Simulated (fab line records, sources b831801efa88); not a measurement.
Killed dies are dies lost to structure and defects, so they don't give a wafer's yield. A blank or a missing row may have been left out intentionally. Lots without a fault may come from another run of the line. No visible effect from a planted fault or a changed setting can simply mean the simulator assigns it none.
A struck lot beside a sound one :: flow gf180mcu :: 28 steps out of a route of 602
Sound: the wafers L492.1, L492.2, L492.5. Struck: wafer L500.4. (L500.2, L500.3 of the same lot were not struck and are left out.) The cause comes at the end.
Order at every step that has rows: each side's tool, ch and its chambers, its first start. Under that, the readings that differ: sound wafers :: struck wafers :: difference of the means :: sigmas: that difference in standard deviations of wafers without a fault.
alike: readings with means less than 2 such deviations apart, plus words and numbers identical on both sides. not compared: withheld readings, readings lacking a value on some wafer, bounds such as >300 that could conceal the same value, and numbers that have no deviation in the record and whose values overlap.
Wherever a step has rows on one side only, a row that says differs or no value, or a row with sigmas, the two part there. Numbers that don't overlap but have no deviation are shown without sigmas and don't part them. Lack of a reading on every wafer of one side parts them only where that side has two or more wafers.

first, 3 steps without rows for these wafers: GF_PSD_EXPOSE_04 (exposes mask Pplus, target cd 400 nm); GF_PSD_PEB_05; GF_PSD_DEVELOP_06 (develop time 60 s).
GF_PSD_CD_MEAS_07: target cd 400 nm.
  sound: cd sem-02 at day 14 14:44; struck: cd sem-01 at day 17 10:06
  alike: cd nm
GF_PSD_OVL_MEAS_08:
  sound: overlay-02 at day 14 14:52; struck: overlay-02 at day 17 10:13
  alike: PSD_OVL
after that, 1 step had no rows for these wafers: GF_PSD_IMPLANT_09.
GF_PSD_STRIP_10: strips in O2/N2.
  sound on plasma asher-03 ch 0,1, day 14 15:03; struck on plasma asher-03 ch 0, day 17 10:23
reading: strip time to endpoint s (s)
sound: 16.54 16.57 16.52
struck: 16.46
difference: -0.08
sigmas: -2
  alike: drypump motor current A, heater power w, oes product au
  not compared: rf hours counter h
GF_PSD_TW_MEAS_11:
  sound: film metro-04 at day 14 15:09; struck: film metro-01 at day 17 10:30
  alike: PSD_TW
then, 1 step without rows for these wafers: GF_PSD_CLEAN_12 (cleans in SC1/SC2, time 150 s).
GF_PSD_RTA_13: time 20 s.
  sound on rtp anneal-01 ch 0, day 14 15:16; struck on rtp anneal-01 ch 0, day 17 10:38
  alike: lamp power pct, wafer_temp_C_max
GF_PSD_RS_MEAS_14: measurement is done with a four-point probe.
  sound: film metro-03 at day 14 15:20; struck: film metro-01 at day 17 10:43
  alike: NSD_RS
GF_PSD_RS_MEAS_15: measurement is done with a four-point probe.
  sound: film metro-03 at day 14 15:28; struck: film metro-01 at day 17 10:50
  alike: PSD_RS
GF_SAB_CVD_00: deposits SiO2 from TEOS, target thk 50 nm, time 4.9302 s.
  sound on pecvd-01 ch 0,1,2, day 14 15:35; struck on pecvd-02 ch 0, day 17 10:56
reading: model.SiO2_of_SAB_CVD_00.thk nm (nm)
sound: 49.76 49.98 51.15
struck: 58.65
difference: +8.35
sigmas: 
  alike: heater power w
GF_SAB_THK_MEAS_01:
  sound: film metro-02 at day 14 15:39; struck: film metro-02 at day 17 11:17
reading: SAB_CVD_00_THK (nm)
sound: 49.8 50.0 51.2
struck: 58.6
difference: +8.3
sigmas: +13
  not compared: hold
then, 6 steps without rows for these wafers: GF_SAB_HMDS_03 (prime time 60 s); GF_SAB_COAT_04 (resist thk 1000 nm); GF_SAB_SOFTBAKE_05 (time 60 s); GF_SAB_EXPOSE_06 (exposes mask SAB, target cd 420 nm); GF_SAB_PEB_07; GF_SAB_DEVELOP_08 (develop time 60 s).
GF_SAB_CD_MEAS_09: target cd 420 nm.
  sound: cd sem-01 at day 15 12:40; struck: cd sem-01 at day 18 09:49
  alike: cd nm
GF_SAB_OVL_MEAS_10:
  sound: overlay-02 at day 15 12:47; struck: overlay-02 at day 18 09:56
  alike: SAB_OVL
GF_SAB_ETCH_11: etches SiO2 in C4F8/O2/Ar, target depth 55 nm, time 8.5 s.
  sound on rie diel-04 ch 0,2,3, day 15 12:49; struck on rie diel-04 ch 1, day 18 09:58
  alike: bias w, oes product au
  not compared: rf hours counter h
then, 1 step without rows for these wafers: GF_SAB_WET_ETCH_12 (etches SiO2 in dHF, target depth 22 nm, time 440 s).
GF_SAB_STRIP_13: strips in O2/N2.
  sound on plasma asher-01 ch 0,1, day 15 12:58; struck on plasma asher-01 ch 0, day 18 10:07
reading: oes product au (a.u.)
sound: 0.713 0.717 0.711
struck: 0.699
difference: -0.015
sigmas: -3
  alike: drypump motor current A, heater power w, strip time to endpoint s
  not compared: rf hours counter h
then, 1 step without rows for these wafers: GF_SALICIDE_CLEAN_00 (cleans in SC1/SC2, time 150 s).
GF_SALICIDE_WET_ETCH_01: etches SiO2 in dHF, target depth 5 nm, time 100 s.
  sound on wet bench-02 ch 2, day 15 13:07; struck on wet bench-04 ch 2, day 18 10:16
reading: model.SiO2_of_SAB_CVD_00.thk nm (nm)
sound: 39.12 39.27 40.48
struck: 47.77
difference: +8.15
sigmas: 
GF_SALICIDE_SPUTTER_02: material Co, target thk 10 nm, time 20 s.
  sound: pvd sputter-02 at day 15 13:09; struck: pvd sputter-01 at day 18 10:21
  alike: throttle valve pct

## WHERE THEY PART
Earliest at GF_PSD_STRIP_10; latest, in this record, at GF_SAB_STRIP_13. Later steps at which nothing parts them and some readings are alike: GF_SALICIDE_SPUTTER_02.

WHY: what had been put in by the simulator
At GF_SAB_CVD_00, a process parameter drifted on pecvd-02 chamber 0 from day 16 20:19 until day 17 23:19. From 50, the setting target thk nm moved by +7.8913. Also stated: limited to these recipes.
